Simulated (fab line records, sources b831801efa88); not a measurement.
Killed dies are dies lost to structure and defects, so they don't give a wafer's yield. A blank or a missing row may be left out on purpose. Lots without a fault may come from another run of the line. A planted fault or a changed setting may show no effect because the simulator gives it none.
Tool commonality check | flow gf180mcu | 14 lots, 42 wafers sampled

WHY IT WAS OPENED
At GF_CONTACT_OVL_MEAS_15 the reading CONTACT_OVL is flagged on 2 of 14 lots. Wafers without a fault read 2 nm, standard deviation 6.
Rule: a lot is flagged when every wafer of it that has a number lies more than 4 standard deviations from that mean, or none has a number. The other lots count as sound.

lot  | measured     | on         | CONTACT_OVL (nm), wafer by wafer | flag
L393 | day 16 23:05 | overlay-01 | 2 5 -7                           |
L394 | day 17 03:17 | overlay-01 | -3 6 0                           |
L397 | day 18 06:38 | overlay-01 | 9 -2 1                           |
L398 | day 19 07:29 | overlay-01 | -1 -4 -5                         |
L399 | day 19 09:41 | overlay-01 | 35 28 40                         | FLAGGED
L400 | day 19 16:47 | overlay-01 | 42 37 48                         | FLAGGED
L401 | day 20 06:08 | overlay-01 | -3 1 -1                          |
L404 | day 21 04:56 | overlay-01 | -6 -10 5                         |
L406 | day 22 02:08 | overlay-01 | 10 7 12                          |
L408 | day 22 09:23 | overlay-01 | -8 5 1                           |
L409 | day 22 15:26 | overlay-02 | 0 1 12                           |
L410 | day 22 22:23 | overlay-01 | -1 5 0                           |
L412 | day 23 15:33 | overlay-02 | -7 -1 -1                         |
L413 | day 23 22:14 | overlay-01 | -5 16 -3                         |
The numbers of the flagged lots are 38 nm on average: +36 nm against the usual, or +6 standard deviations.

WHICH TOOL RAN EACH LOT
The record holds 3 process steps before the reading, out of a route of 602 steps. In each cell: the tool, then ch and the chambers that the sampled wafers went through, then the start.
lot  | flag    | GF_SALICIDE_SPUTTER_02       | GF_CONTACT_CVD_02               | GF_CONTACT_EXPOSE_11
L393 |         | pvd_sputter-03, day 15 23:16 | pecvd-03 ch 0,1,2, day 15 23:55 | krf_scanner-01 ch 0, day 16 11:44
L394 |         | pvd_sputter-01, day 16 03:37 | pecvd-01 ch 0,2, day 16 04:15   | krf_scanner-01 ch 0, day 16 15:50
L397 |         | pvd_sputter-04, day 17 05:55 | pecvd-01 ch 0,1,2, day 17 06:32 | krf_scanner-01 ch 0, day 17 19:17
L398 |         | pvd_sputter-03, day 18 05:40 | pecvd-03 ch 0,1, day 18 06:17   | krf_scanner-01 ch 0, day 18 18:28
L399 | FLAGGED | pvd_sputter-01, day 18 08:19 | pecvd-03 ch 0,2, day 18 08:56   | krf_scanner-01 ch 0, day 18 21:37
L400 | FLAGGED | pvd_sputter-04, day 18 14:50 | pecvd-04 ch 1,2, day 18 15:40   | krf_scanner-01 ch 0, day 19 04:37
L401 |         | pvd_sputter-04, day 19 04:10 | pecvd-03 ch 0,2, day 19 04:47   | krf_scanner-02 ch 0, day 19 18:01
L404 |         | pvd_sputter-03, day 20 03:25 | pecvd-01 ch 0,1, day 20 04:08   | krf_scanner-02 ch 0, day 20 16:21
L406 |         | pvd_sputter-04, day 21 01:01 | pecvd-01 ch 0,1,2, day 21 01:38 | krf_scanner-02 ch 0, day 21 14:41
L408 |         | pvd_sputter-03, day 21 08:28 | pecvd-03 ch 0,1, day 21 09:05   | krf_scanner-02 ch 0, day 21 21:11
L409 |         | pvd_sputter-01, day 21 14:52 | pecvd-04 ch 0,1, day 21 15:31   | krf_scanner-02 ch 0, day 22 03:35
L410 |         | pvd_sputter-01, day 21 21:58 | pecvd-01 ch 1,2, day 21 22:35   | krf_scanner-02 ch 0, day 22 11:26
L412 |         | pvd_sputter-03, day 22 15:33 | pecvd-01 ch 0,1,2, day 22 16:12 | krf_scanner-02 ch 0, day 23 04:13
L413 |         | pvd_sputter-03, day 22 21:46 | pecvd-04 ch 0,2, day 22 22:24   | krf_scanner-02 ch 0, day 23 10:47
What these steps do:
- GF_SALICIDE_SPUTTER_02: material Co, target thk 10 nm, time 20 s.
- GF_CONTACT_CVD_02: deposits SiO2 from TEOS, target thk 860 nm, time 95.992 s.
- GF_CONTACT_EXPOSE_11: exposes mask Contact, target cd 220 nm.
- GF_CONTACT_OVL_MEAS_15

FLAGGED OVER TOTAL, TOOL BY TOOL (the gauges that took the reading come last)
step                   | tool           | lots run | flagged | share of the flagged lots | sound lots run after its first flagged lot
GF_SALICIDE_SPUTTER_02 | pvd_sputter-01 | 4        | 1       | some                      | 2 (L409,L410)
GF_SALICIDE_SPUTTER_02 | pvd_sputter-03 | 6        | 0       | none                      | -
GF_SALICIDE_SPUTTER_02 | pvd_sputter-04 | 4        | 1       | some                      | 2 (L401,L406)
GF_CONTACT_CVD_02      | pecvd-01       | 6        | 0       | none                      | -
GF_CONTACT_CVD_02      | pecvd-03       | 5        | 1       | some                      | 2 (L401,L408)
GF_CONTACT_CVD_02      | pecvd-04       | 3        | 1       | some                      | 2 (L409,L413)
GF_CONTACT_EXPOSE_11   | krf_scanner-01 | 6        | 2       | all                       | 0
GF_CONTACT_EXPOSE_11   | krf_scanner-02 | 8        | 0       | none                      | -
GF_CONTACT_OVL_MEAS_15 | overlay-01     | 12       | 2       | all                       | 6 (L401,L404,L406,L408,L410,L413)
GF_CONTACT_OVL_MEAS_15 | overlay-02     | 2        | 0       | none                      | -

WHAT THE TABLE ALLOWS
2 rows of the table ran every flagged lot: krf_scanner-01 at GF_CONTACT_EXPOSE_11, overlay-01 at GF_CONTACT_OVL_MEAS_15.
- krf_scanner-01 at GF_CONTACT_EXPOSE_11: 2 of its 6 lots flagged. Its last sound lot is L398 (day 18 18:28), its first flagged lot L399 (day 18 21:37): a fault that began between those two fits.
- overlay-01 at GF_CONTACT_OVL_MEAS_15: 2 of its 12 lots flagged. Sound lots ran on it after the first flagged one (L401, L404, L406, L408, L410, L413), which a lasting fault on the whole tool wouldn't allow.
One tool is left: krf_scanner-01 at GF_CONTACT_EXPOSE_11.

WHAT THE SIMULATOR HAD PUT IN
Scanner matching overlay: krf_scanner-01, from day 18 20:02 on, at GF_CONTACT_EXPOSE_11. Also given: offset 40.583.
Lots struck among those shown: L399, L400. The rule above found the same.
